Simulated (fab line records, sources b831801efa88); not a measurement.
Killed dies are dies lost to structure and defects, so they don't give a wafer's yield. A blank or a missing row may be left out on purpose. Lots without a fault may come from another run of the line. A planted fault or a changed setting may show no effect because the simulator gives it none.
Chamber matching | flow sky130 | SKY_POLY_CUT_ETCH_11 on rie_diel-01: 4 sister chambers
The step etches Si3N4 in CF4/CH2F2/Ar, stops on poly-Si, time 42.5 s, target depth 60 nm. 4 wafers are shown with their chamber, then 7 later ones without.

WAFERS WITH THEIR CHAMBER
wafer  | chamber | drypump_motor_current_A (A)
L342.2 | 1       | 5.39
L342.3 | 2       | 5.85
L344.4 | 3       | 5.80
L344.5 | 0       | 5.74

WAFERS WITHOUT THEIR CHAMBER
wafer  | drypump_motor_current_A (A)
L344.6 | 5.38
L347.1 | 5.81
L347.3 | 5.84
L347.5 | 5.86
L349.3 | 5.83
L349.5 | 5.85
L351.5 | 5.84

WHICH CHAMBER EACH WENT THROUGH
wafer  | from the rows above     | in truth
L344.6 | 1                       | 1
L347.1 | 3                       | 3
L347.3 | 2                       | 2
L347.5 | 2                       | 2
L349.3 | can't be placed: 2 or 3 | 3
L349.5 | 2                       | 2
L351.5 | 2                       | 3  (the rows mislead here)
Placed correctly: 5 of 7. Can't be placed from these rows: 1 (the true chamber is among the candidates in 1). Placed wrongly: 1.
How it was worked out, from the rows above alone: a wafer's distance from a chamber is the root of the sum, over the readings, of the square of ((its reading less the chamber's mean) divided by the reading's scatter). The wafer belongs to the nearest chamber; if the next one is less than 2 further off, it can't be placed. A chamber's mean is the mean of its shown wafers. The scatter: with one shown wafer a chamber, the root of the mean of the squares of how far each hidden wafer lies from its nearest shown one.
